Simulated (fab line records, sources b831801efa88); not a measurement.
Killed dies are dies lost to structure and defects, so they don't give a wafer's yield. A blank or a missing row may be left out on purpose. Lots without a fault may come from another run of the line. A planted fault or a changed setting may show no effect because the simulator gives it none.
A struck lot beside a sound one | flow gf180mcu | 27 steps out of a route of 602
Sound: wafers L267.2, L267.3, L267.5. Struck: wafers L259.1, L259.2, L259.6. The cause comes at the end.
At each step with rows: each side's tool, then ch and its chambers, then its first start. Under that, the readings that differ: sound wafers | struck wafers | difference of the means | sigmas: that difference in standard deviations of wafers without a fault.
alike: readings whose means differ by less than 2 such deviations, and words and numbers that are the same on both sides. not compared: withheld readings, readings that some wafer has no value for, bounds like >300 that may hide the same value, and numbers for which the record gives no deviation and whose values overlap.
The two part at a step that has a row with sigmas, a row that says differs or no value, or rows on one side only. Numbers that don't overlap but have no deviation are shown without sigmas and don't part them. A reading that every wafer of one side lacks parts them only if that side has two wafers or more.

first, 3 steps without rows for these wafers: GF_STI_WET_ETCH_27 (etches Si3N4 in H3PO4, target depth 160 nm, time 1825 s); GF_STI_WET_ETCH_28 (etches SiO2 in dHF, target depth 20 nm, time 40 s); GF_STI_OXIDATION_29 (stabilise 600 s, purge 300 s, target thk 10 nm).
GF_STI_THK_MEAS_30:
  sound on film_metro-04, day 5 16:14; struck on film_metro-04, day 3 23:38
  alike: STI_OXIDATION_02_THK
then, 8 steps without rows for these wafers: GF_DNWELL_DEHYDRATE_00 (time 60 s); GF_DNWELL_HMDS_01 (prime time 60 s); GF_DNWELL_COAT_02 (resist thk 3000 nm); GF_DNWELL_SOFTBAKE_03; GF_DNWELL_EXPOSE_04 (exposes mask DNWELL, target cd 1700 nm); GF_DNWELL_PEB_05; GF_DNWELL_DEVELOP_06 (develop time 60 s); GF_DNWELL_IMPLANT_07.
GF_DNWELL_STRIP_08: strips in O2/N2.
  sound on plasma_asher-01 ch 0,1, day 6 07:39; struck on plasma_asher-02 ch 0,1, day 4 13:03
  no value came back on the struck wafers for any of 7 readings (chamber_pressure_mTorr (mTorr), drypump_motor_current_A (A) and others); on the sound wafers chamber_pressure_mTorr (mTorr) reads 1501.0 1500.6 1500.0
  reading                                  | sound | struck         | difference | sigmas
  model.coat_of_DNWELL_COAT_02.thk_nm (nm) | 0 0 0 | 3004 2999 2998 | +3000      |
  not compared: rf_hours_counter_h
GF_DNWELL_TW_MEAS_09:
  sound on film_metro-02, day 6 07:46; struck on film_metro-03, day 4 13:09
  reading   | sound          | struck         | difference | sigmas
  DNWELL_TW | 1319 1333 1326 | 1360 1365 1362 | +36        | +3
then, 7 steps without rows for these wafers: GF_NWELL_DEHYDRATE_00 (time 60 s); GF_NWELL_HMDS_01 (prime time 60 s); GF_NWELL_COAT_02 (resist thk 3000 nm); GF_NWELL_SOFTBAKE_03; GF_NWELL_EXPOSE_04 (exposes mask Nwell, target cd 860 nm); GF_NWELL_PEB_05; GF_NWELL_DEVELOP_06 (develop time 60 s).
GF_NWELL_OVL_MEAS_07:
  sound on overlay-02, day 6 22:40; struck on overlay-02, day 5 03:00
  alike: NWELL_OVL
then, 2 steps without rows for these wafers: GF_NWELL_IMPLANT_08; GF_NWELL_IMPLANT_09.
GF_NWELL_STRIP_10: strips in O2/N2.
  sound on plasma_asher-01 ch 0,1, day 6 23:00; struck on plasma_asher-01 ch 0,1, day 5 03:20
  reading                      | sound             | struck            | difference | sigmas
  oes_product_au (a.u.)        | 0.717 0.725 0.729 | 0.743 0.733 0.747 | +0.017     | +4
  strip_time_to_endpoint_s (s) | 36.93 36.77 36.85 | 81.46 81.31 81.33 | +44.52     | +99 or more
  alike: chamber_pressure_mTorr, drypump_motor_current_A, heater_power_w, n2_flow_sccm
  not compared: rf_hours_counter_h
GF_NWELL_TW_MEAS_11:
  sound on film_metro-04, day 6 23:07; struck on film_metro-04, day 5 03:41
  reading  | sound          | struck   | difference | sigmas
  NWELL_TW | 1562 1560 1568 | 30 30 30 | -1533      | -99 or more
  not compared: hold
then, 1 step without rows for these wafers: GF_PASSIVATION_PROBE_99.

WHERE THEY PART
First at GF_DNWELL_STRIP_08; last, within this record, at GF_NWELL_TW_MEAS_11.

WHY: what the simulator had put in
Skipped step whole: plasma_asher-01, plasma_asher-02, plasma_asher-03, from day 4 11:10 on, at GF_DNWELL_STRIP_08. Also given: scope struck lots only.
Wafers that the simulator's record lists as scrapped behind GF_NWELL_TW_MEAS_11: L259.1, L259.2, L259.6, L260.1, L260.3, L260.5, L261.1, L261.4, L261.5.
